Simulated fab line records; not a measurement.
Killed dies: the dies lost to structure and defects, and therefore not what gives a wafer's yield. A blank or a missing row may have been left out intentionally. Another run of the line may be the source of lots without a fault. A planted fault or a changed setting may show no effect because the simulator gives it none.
Struck lot and sound lot, side by side ; flow sfq line ; 18 out of 325 route steps
Sound: the wafers L459.3, L459.4, L459.6. Struck: wafer L473.6 (left out: L473.2, L473.4 of the same lot, which were not struck); the cause appears at the end.
For every step that has rows: the tool of each side, followed by ch and its chambers, followed by its first start. Under that, the readings that differ: sound wafers ; struck wafers ; difference of the means ; sigmas: that difference in standard deviations of wafers without a fault.
alike: same words and numbers on both sides, and readings whose means sit less than 2 such deviations apart. not compared: any withheld reading, any reading some wafer has no value for, any bound like >300 that may hide the same value, and any number with overlapping values for which the record gives no deviation.
Wherever a step has rows on one side only, a row that says differs or no value, or a row with sigmas, the two part there. Non-overlapping numbers with no deviation appear without sigmas and do not part them. Lack of a reading on every wafer of one side parts them only where that side has two or more wafers.

SFQ_TRILAYER_M3_BARC_OPEN_METAL_ETCH_100: etches BARC in O2, target depth 125 nm, time 41.7 s.
  sound on rie metal-03 ch 0,1, day 45 01:35; struck on rie metal-04 ch 0, day 50 20:08
  alike: drypump motor current A, oes product au
  not compared: rf hours counter h
SFQ_TRILAYER_M3_ETCH_METAL_ETCH_078: etches Nb in Cl2/Ar, stops on SiO2, target depth 240 nm, time 120 s.
  sound on rie metal-03 ch 0,1, day 45 01:40; struck on rie metal-04 ch 0, day 50 20:12
  alike: drypump motor current A, oes product au
  not compared: rf hours counter h
then, 2 steps without rows for these wafers: SFQ_TRILAYER_M3_STRIP_STRIP_079 (strips in O2); SFQ_TRILAYER_M3_STRIP_SOLV_CLEAN_080 (cleans in NMP, time 600 s).
SFQ_TRILAYER_I3_DEP_PECVD_081: deposits SiO2 from SiH4/N2O, time 111.11 s, target thk 500 nm.
  sound on pecvd-03 ch 0,2, day 45 02:31; struck on pecvd-01 ch 1, day 50 21:06
reading;sound;struck;difference;sigmas
heater power w (W);109 109 105;60;-48;-3
  alike: showerhead vpp V, throttle valve pct
SFQ_TRILAYER_I3_CMP_CMP_082: polishes SiO2.
  sound on cmp-01 ch 1,3, day 45 02:36; struck on cmp-02 ch 0, day 50 23:03
reading;sound;struck;difference;sigmas
time to endpoint s (s);219 226 227;206;-18;-2
  alike: edge zone pressure frac, motor current A, slurry flow ml min
SFQ_I3_BOW_MEAS_922:
  sound on film metro-02, day 45 05:38; struck on film metro-04, day 51 01:04
  alike: I3_BOW
SFQ_TRILAYER_I3_METRO_MEASURE_083:
  sound on film metro-02, day 45 06:07; struck on film metro-04, day 51 01:22
  alike: thk nm
then, 4 steps without rows for these wafers: SFQ_TRILAYER_I3_VIA_LITHO_COAT_090 (resist thk 62 nm); SFQ_TRILAYER_I3_VIA_LITHO_COAT_085 (resist thk 650 nm); SFQ_TRILAYER_I3_VIA_LITHO_SOFTBAKE_089; SFQ_TRILAYER_I3_VIA_LITHO_EXPOSE_086 (exposes mask I3, target cd 500 nm).
-- the record jumps here: 6 days lie between the struck wafers' starts before and after --
SFQ_TRILAYER_I3_VIA_LITHO_PEB_088: peb time 60 s.
  sound on litho track-01 ch 0, day 51 01:51; struck on litho track-03 ch 0, day 56 15:20
reading;sound;struck;difference;sigmas
heater power total W (W);79.02 79.04 79.22;80.91;+1.82;+28
then, 1 step without rows for these wafers: SFQ_TRILAYER_I3_VIA_LITHO_DEVELOP_087 (time 60 s).
SFQ_I3_OVL_MEAS_923:
  sound on overlay-01, day 51 02:07; struck on overlay-02, day 56 15:37
  alike: I3_OVL
SFQ_TRILAYER_I3_VIA_BARC_OPEN_VIA_ETCH_121: etches BARC in O2, target depth 125 nm, time 41.7 s.
  sound on rie diel-03 ch 1,2, day 51 02:08; struck on rie diel-03 ch 3, day 56 15:39
reading;sound;struck;difference;sigmas
model.I3.cd nm (nm);501.1 500.7 501.1;489.8;-11.2;
  alike: drypump motor current A, oes product au
  not compared: rf hours counter h
SFQ_TRILAYER_I3_VIA_ETCH_VIA_ETCH_088: etches SiO2 in CHF3, stops on Nb, target depth 260 nm.
  sound on rie diel-03 ch 1,2, day 51 02:11; struck on rie diel-03 ch 3, day 56 15:41
reading;sound;struck;difference;sigmas
model.I3.cd nm (nm);501.7 500.6 500;488;-13;
  alike: drypump motor current A, oes product au
then, 1 step without rows for these wafers: SFQ_TRILAYER_I3_VIA_STRIP_STRIP_089 (strips in O2).

WHERE THEY PART
Earliest at SFQ_TRILAYER_I3_DEP_PECVD_081; latest, in this record, at SFQ_TRILAYER_I3_VIA_LITHO_PEB_088. Later steps at which nothing parts them and some readings are alike: SFQ_I3_OVL_MEAS_923, SFQ_TRILAYER_I3_VIA_BARC_OPEN_VIA_ETCH_121, SFQ_TRILAYER_I3_VIA_ETCH_VIA_ETCH_088.

WHY: the cause the simulator had injected
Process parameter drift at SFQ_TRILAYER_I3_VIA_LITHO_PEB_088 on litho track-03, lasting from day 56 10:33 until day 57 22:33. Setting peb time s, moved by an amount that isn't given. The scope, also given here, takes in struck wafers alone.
